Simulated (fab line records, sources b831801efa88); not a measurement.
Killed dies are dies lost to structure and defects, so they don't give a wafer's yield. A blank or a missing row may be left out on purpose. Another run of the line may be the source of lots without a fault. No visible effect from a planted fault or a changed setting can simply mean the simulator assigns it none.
fab line records -- flow sky130
record lots=15, wafers=45, last_day=50
route steps=708 shown CAPM@549 METAL3@562 VIA3@576
lots that met no fault: from a run of the same line without faults
start_h: the number of hours between the record's first day and the start of the first shown wafer of the lot -- wait_h: hours elapsed since this lot's preceding step -- " unchanged from the row above -- L1.1+2: a single row standing in for several wafers -- - no value, or no start was given -- * or withheld: withheld -- < > ~ a bound
route shown NAME@n: a module of which the file shows steps, and the number in the route of the first -- usual: mean/standard deviation of fault-free wafers -- same: alike in all rows -- chamber/n: place in a boat -- sites: per-site readings -- _std_site: their standard deviation -- _edge_site: inner sites' mean taken away from outer sites' mean -- radius_mm: for every site, how far away it sits from the centre of the wafer -- mask NAME#n: copy n -- behind: the last tool/chamber to shape the wafer -- hold: what put the lot on hold/how long, in hours/how the hold closed -- device: the transistor (n, p or np) that didn't switch -- end of line: tests of these same wafers at the route's end -- for a step that has no rows: nothing shown but its recipe -- killed: not the wafer's yield, but the dies lost to structure and defects at the first sort -- map: a wafer's dies, marking killed ones x, the rest . and places with no die _
set.NAME: the run value of the setting; set.NAME@STEP: its run value at that earlier step -- model.NAME: the simulator's own value behind a step, which no gauge read
route steps across a sampled set of lots; one table per step, one row per wafer
services: from which hour (start_h, from the record's first day; less than 0 if before it) a tool's chamber was out of use, for how many hours, and why
## steps
# step SKY_CAPM_OVL_MEAS_12
# usual CAPM_OVL=-0.2/1.6
lot.wafer,tool,chamber,start_h,wait_h,CAPM_OVL[nm]
L412.1,overlay-01,-,881.14,0.1,1.4
L412.2,overlay-01,-,881.14,0.1,0.0
L412.3,overlay-01,-,881.14,0.1,-1.2
L413.1,overlay-01,-,890.74,0.1,0.6
L413.2,overlay-01,-,890.74,0.1,0.3
L413.6,overlay-01,-,890.74,0.1,-0.2
L414.2,overlay-01,-,901.24,0.1,0.4
L414.4,overlay-01,-,901.24,0.1,0.6
L414.6,overlay-01,-,901.24,0.1,1.0
L415.2,overlay-02,-,909.28,0.1,-3.2
L415.5,overlay-02,-,909.28,0.1,-4.2
L415.6,overlay-02,-,909.28,0.1,-4.4
L416.1,overlay-01,-,913.32,0.1,0.1
L416.3,overlay-01,-,913.32,0.1,0.7
L416.6,overlay-01,-,913.32,0.1,-0.9
L417.1,overlay-02,-,929.32,0.1,1.6
L417.4,overlay-02,-,929.32,0.1,0.3
L417.5,overlay-02,-,929.32,0.1,1.4
L421.1,overlay-01,-,958.63,0.1,1.3
L421.3,overlay-01,-,958.63,0.1,0.8
L421.5,overlay-01,-,958.63,0.1,1.2
L423.1,overlay-02,-,974.49,0.1,-0.6
L423.2,overlay-02,-,974.49,0.1,-1.5
L423.5,overlay-02,-,974.49,0.1,-0.5
L424.1,overlay-02,-,976.68,0.1,1.2
L424.3,overlay-02,-,976.68,0.1,1.4
L424.6,overlay-02,-,976.68,0.1,0.4
L426.1,overlay-01,-,1000.94,0.1,-1.6
L426.4,overlay-01,-,1000.94,0.1,-1.3
L426.5,overlay-01,-,1000.94,0.1,0.3
L428.2,overlay-01,-,1003.93,0.1,0.8
L428.3,overlay-01,-,1003.93,0.1,-0.7
L428.6,overlay-01,-,1003.93,0.1,-0.1
L431.3,overlay-01,-,1018.59,0.1,-0.6
L431.5,overlay-01,-,1018.59,0.1,-0.7
L431.6,overlay-01,-,1018.59,0.1,-0.2
L432.3,overlay-02,-,1021.64,0.1,-1.9
L432.4,overlay-02,-,1021.64,0.1,-0.1
L432.6,overlay-02,-,1021.64,0.1,-2.3
L433.1,overlay-01,-,1037.03,0.1,-0.7
L433.2,overlay-01,-,1037.03,0.1,-0.9
L433.3,overlay-01,-,1037.03,0.1,-1.1
L434.2,overlay-01,-,1038.95,0.1,1.5
L434.4,overlay-01,-,1038.95,0.1,1.7
L434.5,overlay-01,-,1038.95,0.1,2.5
# step SKY_METAL3_DEVELOP_12
# recipe develop_time_s=60, resist=KrF-thick, dev_temp_c=21
# usual chill_plate_temp_C=22.98/0.11, develop_time_s=60/0
lot.wafer,tool,chamber,start_h,wait_h,chill_plate_temp_C,develop_time_s
L412.1,litho_track-04,0,907,-,22.78,60
L412.2,litho_track-04,0,907,-,22.83,60
L412.3,litho_track-04,0,907,-,22.91,60
L413.1,litho_track-02,0,916,-,23.01,60
L413.2,litho_track-02,0,916,-,22.97,60
L413.6,litho_track-02,0,917,-,23.03,60
L414.2,litho_track-02,0,926,-,22.99,60
L414.4,litho_track-02,0,926,-,22.97,60
L414.6,litho_track-02,0,927,-,23.05,60
L415.2,litho_track-02,0,934,-,22.89,60
L415.5,litho_track-02,0,935,-,23.00,60
L415.6,litho_track-02,0,935,-,22.74,60
L416.1,litho_track-04,0,938,-,22.85,60
L416.3,litho_track-04,0,938,-,22.80,60
L416.6,litho_track-04,0,938,-,22.93,60
L417.1,litho_track-03,0,954,-,22.95,60
L417.4,litho_track-03,0,954,-,23.07,60
L417.5,litho_track-03,0,954,-,22.98,60
L421.1,litho_track-02,0,983,-,22.82,60
L421.3,litho_track-02,0,983,-,22.87,60
L421.5,litho_track-02,0,983,-,22.81,60
L423.1,litho_track-03,-,998,-,-,-
L423.2,litho_track-03,-,998,-,-,-
L423.5,litho_track-03,-,998,-,-,-
L424.1,litho_track-03,-,1000,-,-,-
L424.3,litho_track-03,-,1000,-,-,-
L424.6,litho_track-03,-,1000,-,-,-
L426.1,litho_track-02,-,1024,-,-,-
L426.4,litho_track-02,-,1025,-,-,-
L426.5,litho_track-02,-,1025,-,-,-
L428.2,litho_track-04,0,1027,-,22.95,60
L428.3,litho_track-04,0,1027,-,22.95,60
L428.6,litho_track-04,0,1027,-,23.20,60
L431.3,litho_track-03,0,1041,-,22.98,60
L431.5,litho_track-03,0,1041,-,22.90,60
L431.6,litho_track-03,0,1041,-,22.85,60
L432.3,litho_track-03,0,1044,-,23.10,60
L432.4,litho_track-03,0,1044,-,22.94,60
L432.6,litho_track-03,0,1044,-,22.96,60
L433.1,litho_track-02,0,1059,-,23.02,60
L433.2,litho_track-02,0,1059,-,23.05,60
L433.3,litho_track-02,0,1059,-,23.23,60
L434.2,litho_track-02,0,1061,-,23.02,60
L434.4,litho_track-02,0,1061,-,22.98,60
L434.5,litho_track-02,0,1061,-,23.01,60
# step SKY_METAL3_ETCH_16
# recipe chemistry=N2/H2, target=BARC, ion_energy_ev=200, bias_w=100, pressure_mtorr=30, n2_flow_sccm=100, h2_flow_sccm=200, icp_w=500, stop_on=SiO2, time_s=88.2, target_depth_a=600
# usual drypump_motor_current_A=5.6/0.54, oes_product_au=0.625/0.0044, throttle_valve_pct=13.206/0.0097
lot.wafer,tool,chamber,start_h,wait_h,drypump_motor_current_A,oes_product_au,rf_hours_counter_h,throttle_valve_pct
L412.1,rie_metal-03,0,907.68,0.0,5.6,0.629,8,13.225
L412.2,rie_metal-03,1,907.68,0.0,5.9,0.622,18,13.204
L412.3,rie_metal-03,0,907.68,0.0,5.6,0.629,-,13.219
L413.1,rie_metal-01,0,917.31,0.0,6.4,0.633,9,13.189
L413.2,rie_metal-01,1,917.31,0.0,5.2,0.630,19,13.204
L413.6,rie_metal-01,0,917.31,0.0,6.4,0.628,-,13.207
L414.2,rie_metal-01,1,927.26,0.0,5.2,0.627,19,13.197
L414.4,rie_metal-01,0,927.26,0.0,6.4,0.630,-,13.222
L414.6,rie_metal-01,1,927.26,0.0,5.2,0.629,-,13.204
L415.2,rie_metal-02,1,935.38,0.1,5.7,0.630,-,13.207
L415.5,rie_metal-02,1,935.38,0.1,5.7,0.627,-,13.204
L415.6,rie_metal-02,1,935.38,0.1,5.7,0.625,-,13.220
L416.1,rie_metal-02,1,939.21,0.1,5.7,0.621,10,13.218
L416.3,rie_metal-02,1,939.21,0.1,5.7,0.631,-,13.208
L416.6,rie_metal-02,1,939.21,0.1,5.7,0.626,-,13.220
L417.1,rie_metal-02,1,955.01,0.0,5.7,0.625,10,13.182
L417.4,rie_metal-02,1,955.01,0.0,5.7,0.626,-,13.205
L417.5,rie_metal-02,0,955.01,0.0,4.8,0.619,-,13.198
L421.1,rie_metal-01,0,983.86,0.0,6.4,0.623,13,13.208
L421.3,rie_metal-01,1,983.86,0.0,5.2,0.637,-,13.208
L421.5,rie_metal-01,0,983.86,0.0,6.4,0.625,-,13.213
L423.1,rie_metal-03,1,998.91,0.0,5.9,0.619,4,13.207
L423.2,rie_metal-03,0,998.91,0.0,5.7,0.622,15,13.225
L423.5,rie_metal-03,0,998.91,0.0,5.7,0.628,-,13.201
L424.1,rie_metal-01,0,1000.41,0.0,6.4,0.625,14,13.201
L424.3,rie_metal-01,1,1000.41,0.0,5.2,0.624,-,13.213
L424.6,rie_metal-01,1,1000.41,0.0,5.2,0.622,-,13.216
L426.1,rie_metal-01,0,1025.31,0.0,6.4,0.626,15,13.209
L426.4,rie_metal-01,1,1025.31,0.0,5.2,0.623,-,13.198
L426.5,rie_metal-01,0,1025.31,0.0,6.4,0.623,-,13.207
L428.2,rie_metal-02,1,1027.94,0.0,5.7,0.622,14,13.195
L428.3,rie_metal-02,1,1027.94,0.0,5.7,0.617,-,13.195
L428.6,rie_metal-02,0,1027.94,0.0,4.8,0.628,-,13.206
L431.3,rie_metal-02,0,1042.20,0.0,4.8,0.628,-,13.216
L431.5,rie_metal-02,0,1042.20,0.0,4.8,0.624,-,13.188
L431.6,rie_metal-02,1,1042.20,0.0,5.7,0.622,-,13.190
L432.3,rie_metal-02,0,1045.10,0.0,4.8,0.627,-,13.202
L432.4,rie_metal-02,1,1045.10,0.0,5.7,0.625,-,13.201
L432.6,rie_metal-02,1,1045.10,0.0,5.7,0.627,-,13.201
L433.1,rie_metal-03,0,1059.91,0.0,5.6,0.617,19,13.209
L433.2,rie_metal-03,1,1059.91,0.0,5.9,0.622,8,13.221
L433.3,rie_metal-03,1,1059.91,0.0,5.9,0.617,-,13.211
L434.2,rie_metal-02,1,1061.76,0.0,5.7,0.627,16,13.217
L434.4,rie_metal-02,0,1061.76,0.0,4.8,0.624,-,13.204
L434.5,rie_metal-02,0,1061.76,0.0,4.8,0.622,-,13.215
# step SKY_VIA3_BOW_MEAS_03
# recipe mode=bow
# usual VIA3_BOW=81/7.6
lot.wafer,tool,chamber,start_h,wait_h,VIA3_BOW[um]
L412.1,film_metro-01,-,909.17,0.2,74
L412.2,film_metro-01,-,909.17,0.2,61
L412.3,film_metro-01,-,909.17,0.2,70
L413.1,film_metro-01,-,918.73,0.2,71
L413.2,film_metro-01,-,918.73,0.2,80
L413.6,film_metro-01,-,918.73,0.2,86
L414.2,film_metro-02,-,928.87,0.2,80
L414.4,film_metro-02,-,928.87,0.2,77
L414.6,film_metro-02,-,928.87,0.2,84
L415.2,film_metro-02,-,937.06,0.1,91
L415.5,film_metro-02,-,937.06,0.1,86
L415.6,film_metro-02,-,937.06,0.1,73
L416.1,film_metro-01,-,940.73,0.2,93
L416.3,film_metro-01,-,940.73,0.2,88
L416.6,film_metro-01,-,940.73,0.2,83
L417.1,film_metro-03,-,956.43,0.2,86
L417.4,film_metro-03,-,956.43,0.2,86
L417.5,film_metro-03,-,956.43,0.2,72
L421.1,film_metro-02,-,985.29,0.1,78
L421.3,film_metro-02,-,985.29,0.1,84
L421.5,film_metro-02,-,985.29,0.1,74
L428.2,film_metro-01,-,1029.41,0.1,69
L428.3,film_metro-01,-,1029.41,0.1,77
L428.6,film_metro-01,-,1029.41,0.1,93
L431.3,film_metro-01,-,1043.66,0.3,97
L431.5,film_metro-01,-,1043.66,0.3,87
L431.6,film_metro-01,-,1043.66,0.3,79
L432.3,film_metro-02,-,1046.60,0.2,77
L432.4,film_metro-02,-,1046.60,0.2,80
L432.6,film_metro-02,-,1046.60,0.2,79
L433.1,film_metro-01,-,1061.33,0.2,70
L433.2,film_metro-01,-,1061.33,0.2,89
L433.3,film_metro-01,-,1061.33,0.2,66
L434.2,film_metro-02,-,1063.24,0.2,90
L434.4,film_metro-02,-,1063.24,0.2,93
L434.5,film_metro-02,-,1063.24,0.2,78
## services
tool,chamber,start_h,hours,kind
rie_metal-01,-,893.41,1.4,pm
rie_metal-03,1,921.64,-,clean
rie_metal-03,1,921.64,12.6,scheduled_down
rie_metal-03,1,921.64,12.6,vent_cycle
rie_metal-02,0,927.26,-,clean
rie_metal-02,0,927.26,18.2,scheduled_down
rie_metal-02,0,927.26,18.2,vent_cycle
rie_metal-01,1,934.03,-,clean
rie_metal-01,1,934.03,22.9,scheduled_down
rie_metal-01,1,934.03,22.9,vent_cycle
rie_metal-02,-,973.19,2.8,pm
rie_metal-01,-,996.49,0.4,repair
rie_metal-02,-,1021.32,0.3,repair
rie_metal-03,-,1031.37,1.9,repair
## key
first_sign step=SKY_METAL3_DEVELOP_12, reading=tool_record, direction=missing
effect none on later readings
met_at SKY_METAL3_DEVELOP_12
struck_lots L423,L424,L426
later_rows_left_out L423.1,L423.2,L423.5,L424.1,L424.3,L424.6,L426.1,L426.4,L426.5
sort_left_out L423.1,L423.2,L423.5,L424.1,L424.3,L424.6,L426.1,L426.4,L426.5
not_acting_at SKY_CAPM_OVL_MEAS_12,SKY_METAL3_ETCH_16,SKY_VIA3_BOW_MEAS_03
onset_between 983 998
fault kind=skipped_step_whole, tool=litho_track-02,litho_track-03, chamber=-, onset_h=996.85, steps=SKY_METAL3_DEVELOP_12, scope=struck_lots_only
# sort_left_out: the simulated sort isn't trusted on such a fault, so these wafers' sort isn't shown, and their yield isn't known
# later_rows_left_out: the simulator's readings of these wafers behind a module that went badly wrong aren't trusted and aren't shown, but for the sort
